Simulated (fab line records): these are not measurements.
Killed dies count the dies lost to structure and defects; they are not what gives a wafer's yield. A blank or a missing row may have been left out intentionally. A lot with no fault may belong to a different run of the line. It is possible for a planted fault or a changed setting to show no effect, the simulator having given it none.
A lot that was struck, set against a sound lot + flow sky130 + 15 out of 708 route steps
Sound: these wafers, L715.1, L715.2, L715.3. Struck: wafers L706.4, L706.5, L706.6. The cause is given at the end.
Per side, at each step with rows, come the tool, then ch with its chambers, and then its first start. Under that, the readings that differ: sound wafers + struck wafers + difference of the means + sigmas: that difference in standard deviations of wafers without a fault.
alike: words and numbers the same on both sides, and readings whose means are apart by under 2 such deviations; not compared: readings that were withheld, readings missing a value for some wafer, numbers with overlapping values and no deviation given by the record, and bounds like >300 which may hide the same value.
A row with sigmas, a row that says differs or no value, or rows on one side alone: a step with any of these is where the two part. When numbers do not overlap yet have no deviation, they are printed without sigmas and do not part them. A reading missing from all wafers of one side parts the sides only when that side holds two or more wafers.

SKY_SD_N_RS_MEAS_16: a four-point-probe measurement.
  sound on film metro-01, day 34 13:13; struck on film metro-02, day 30 14:13
  alike: SD_N_RS
SKY_SD_N_RS_MEAS_17: a four-point-probe measurement.
  sound on film metro-01, day 34 13:20; struck on film metro-02, day 30 14:20
  alike: SD_P_RS
SKY_SD_N_RS_MEAS_18: a four-point-probe measurement.
  sound on film metro-01, day 34 13:27; struck on film metro-02, day 30 14:28
  alike: RES_XHIGH_RS
then, 2 steps without rows for these wafers: SKY_SALICIDE_CLEAN_00 (cleans in HF-last, time 30 s); SKY_LI_CONTACT_HDPCVD_00 (deposits PSG, target thk 930 nm, time 155 s).
SKY_LI_CONTACT_THK_MEAS_01:
  sound on film metro-02, day 34 13:41; struck on film metro-01, day 30 14:44
  alike: LI_CONTACT_HDPCVD_THK
SKY_LI_CONTACT_CMP_02: polishes PSG.
  sound on cmp-01 ch 0,1,3, day 34 13:45; struck on cmp-01 ch 0,3, day 30 14:49
  alike: motor current A, slurry flow ml min, time to endpoint s
SKY_LI_CONTACT_BOW_MEAS_03:
  sound on film metro-01, day 34 14:03; struck on film metro-01, day 30 15:08
  alike: LI_CONTACT_BOW
then, 4 steps without rows for these wafers: SKY_LI_CONTACT_DEHYDRATE_04 (time 60 s); SKY_LI_CONTACT_HMDS_05 (prime time 60 s); SKY_LI_CONTACT_COAT_06 (resist thk 60 nm); SKY_LI_CONTACT_COAT_07 (resist thk 450 nm).
SKY_LI_CONTACT_SOFTBAKE_08: time 90 s.
  sound on litho track-04 ch 0, day 35 03:00; struck on litho track-01 ch 0, day 31 04:00
| reading                  | sound                | struck               | difference | sigmas |
|--------------------------|----------------------|----------------------|------------|--------|
| heater power total W (W) | 57.30 57.28 57.30    | 57.96 57.89 57.84    | +0.60      | +5     |
| run length s (s)         | 119.39 119.33 119.43 | 116.39 116.19 116.20 | -3.12      | -22    |
  alike: resist line temp C
then, 1 step without rows for these wafers: SKY_LI_CONTACT_EXPOSE_09 (exposes mask LICM1, target cd 170 nm).
SKY_PAD_OPEN_PROBE_99:
  the record holds rows for the sound wafers here (prober-02, day 50 11:31) but none for the struck ones

## WHERE THEY PART
Last at SKY_PAD_OPEN_PROBE_99 as far as this record goes, first at SKY_LI_CONTACT_SOFTBAKE_08.

WHY: what the simulator had put in
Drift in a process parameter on litho track-01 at SKY_LI_CONTACT_SOFTBAKE_08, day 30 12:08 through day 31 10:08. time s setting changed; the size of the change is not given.
